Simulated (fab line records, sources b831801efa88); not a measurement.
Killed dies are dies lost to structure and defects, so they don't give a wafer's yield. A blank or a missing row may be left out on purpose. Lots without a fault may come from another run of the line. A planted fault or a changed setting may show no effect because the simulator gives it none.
A struck lot beside a sound one | flow sky130 | 20 steps out of a route of 708
Sound: wafers L767.2, L767.4, L767.6. Struck: wafer L762.3. The cause comes at the end.
At each step with rows: each side's tool, then ch and its chambers, then its first start. Under that, the readings that differ: sound wafers | struck wafers | difference of the means | sigmas: that difference in standard deviations of wafers without a fault.
alike: readings whose means differ by less than 2 such deviations, and words and numbers that are the same on both sides. not compared: withheld readings, readings that some wafer has no value for, bounds like >300 that may hide the same value, and numbers for which the record gives no deviation and whose values overlap.
The two part at a step that has a row with sigmas, a row that says differs or no value, or rows on one side only. Numbers that don't overlap but have no deviation are shown without sigmas and don't part them. A reading that every wafer of one side lacks parts them only if that side has two wafers or more.

SKY_FIELD_ISO_BOW_MEAS_00:
  sound on film_metro-04, day 4 13:01; struck on film_metro-02, day 3 12:02
  reading           | sound  | struck | difference | sigmas
  INCOMING_BOW (um) | 7 -1 2 | 18     | +15        | +2
then, 1 step without rows for these wafers: SKY_FIELD_ISO_OXIDATION_01 (stabilise 600 s, purge 300 s, target thk 12 nm).
SKY_FIELD_ISO_THK_MEAS_02:
  sound on film_metro-04, day 4 14:55; struck on film_metro-02, day 3 16:08
  alike: FIELD_ISO_OXIDATION_00_THK
then, 1 step without rows for these wafers: SKY_FIELD_ISO_CVD_03 (deposits Si3N4 from DCS/NH3, target thk 165 nm, time 2830 s).
SKY_FIELD_ISO_THK_MEAS_04:
  sound on film_metro-02, day 4 16:53; struck on film_metro-01, day 3 19:57
  reading                   | sound             | struck | difference | sigmas
  FIELD_ISO_CVD_03_THK (nm) | 166.0 168.0 167.3 | 161.5  | -5.6       | -3
then, 5 steps without rows for these wafers: SKY_FIELD_ISO_DEHYDRATE_05 (time 60 s); SKY_FIELD_ISO_HMDS_06 (prime time 60 s); SKY_FIELD_ISO_COAT_07 (resist thk 60 nm); SKY_FIELD_ISO_COAT_08 (resist thk 450 nm); SKY_FIELD_ISO_SOFTBAKE_09 (time 90 s).
SKY_FIELD_ISO_EXPOSE_10: exposes mask FOM, target cd 150 nm.
  sound on krf_scanner-01 ch 0, day 5 01:12; struck on krf_scanner-02 ch 0, day 4 04:02
  alike: mask, reticle_temp_C
then, 2 steps without rows for these wafers: SKY_FIELD_ISO_PEB_11; SKY_FIELD_ISO_DEVELOP_12 (develop time 60 s).
SKY_FIELD_ISO_CD_MEAS_13: target cd 150 nm.
  sound on cd_sem-02, day 5 10:12; struck on cd_sem-01, day 4 12:47
  reading    | sound             | struck | difference | sigmas
  cd_nm (nm) | 147.9 148.3 148.7 | 86.0   | -62.3      | -45
  not compared: hold
SKY_FIELD_ISO_ETCH_14: etches BARC in N2/H2, stops on SiO2, time 45.9 s, target depth 60 nm.
  sound on rie_diel-02 ch 1,2,3, day 5 10:18; struck on rie_diel-02 ch 1, day 4 20:18
  reading                    | sound             | struck                   | difference                   | sigmas
  hold                       | - - -             | await_dispo/7.4h/release | no value on the sound wafers |
  model.FIELD_ISO.cd_nm (nm) | 148.2 149.1 147.6 | 84.75                    | -63.55                       |
  alike: drypump_motor_current_A, h2_flow_sccm, oes_product_au, throttle_valve_pct
  not compared: rf_hours_counter_h
SKY_FIELD_ISO_ETCH_15: etches the open film in CHF3/O2, stops on Si, target depth 180 nm, time 72 s.
  sound on rie_diel-02 ch 1,2,3, day 5 10:20; struck on rie_diel-02 ch 1, day 4 20:20
  reading                | sound             | struck | difference | sigmas
  throttle_valve_pct (%) | 8.830 8.850 8.848 | 8.824  | -0.019     | -2
  alike: chf3_flow_sccm, drypump_motor_current_A, oes_product_au
  not compared: rf_hours_counter_h
SKY_FIELD_ISO_STRIP_16: strips in O2/N2.
  sound on plasma_asher-03 ch 0,1, day 5 10:23; struck on plasma_asher-01 ch 0, day 4 20:26
  alike: drypump_motor_current_A, oes_product_au, strip_time_to_endpoint_s
  not compared: rf_hours_counter_h
SKY_FIELD_ISO_ETCH_17: etches Si in HBr/Cl2/O2, target depth 342 nm, time 97.7 s.
  sound on rie_si-02 ch 0,1, day 5 10:29; struck on rie_si-02 ch 1, day 4 20:30
  reading                    | sound             | struck | difference | sigmas
  model.FIELD_ISO.cd_nm (nm) | 149.2 148.2 146.6 | 85.22  | -62.78     |
  alike: drypump_motor_current_A, oes_product_au, throttle_valve_pct
  not compared: rf_hours_counter_h
then, 1 step without rows for these wafers: SKY_FIELD_ISO_WET_ETCH_18 (etches Si3N4 in H3PO4, target depth 25 nm, time 286 s).
-- the record jumps here: 43 days lie between the struck wafers' starts before and after (it left off in module FIELD_ISO and takes up again in module PAD_OPEN, whose first step shown is number 708 of the route) --
SKY_PAD_OPEN_PROBE_99:
  sound on prober-01, day 49 00:59; struck on prober-02, day 48 03:39
  reading             | sound    | struck | difference | sigmas
  killed_at_M0_to_M3  | 51 43 44 | 32     | -14        | -2
  killed_at_front_end | 14 15 17 | 440    | +425       | +92
  killed_dies         | 97 82 82 | 492    | +405       | +46
  killed_on_rim       | 17 21 20 | 96     | +77        | +21
  alike: killed_at_M4_up, killed_at_contacts, killed_at_other, killed_open, killed_short
  not compared: hold

WHERE THEY PART
First at SKY_FIELD_ISO_BOW_MEAS_00; last, within this record, at SKY_PAD_OPEN_PROBE_99.

WHY: what the simulator had put in
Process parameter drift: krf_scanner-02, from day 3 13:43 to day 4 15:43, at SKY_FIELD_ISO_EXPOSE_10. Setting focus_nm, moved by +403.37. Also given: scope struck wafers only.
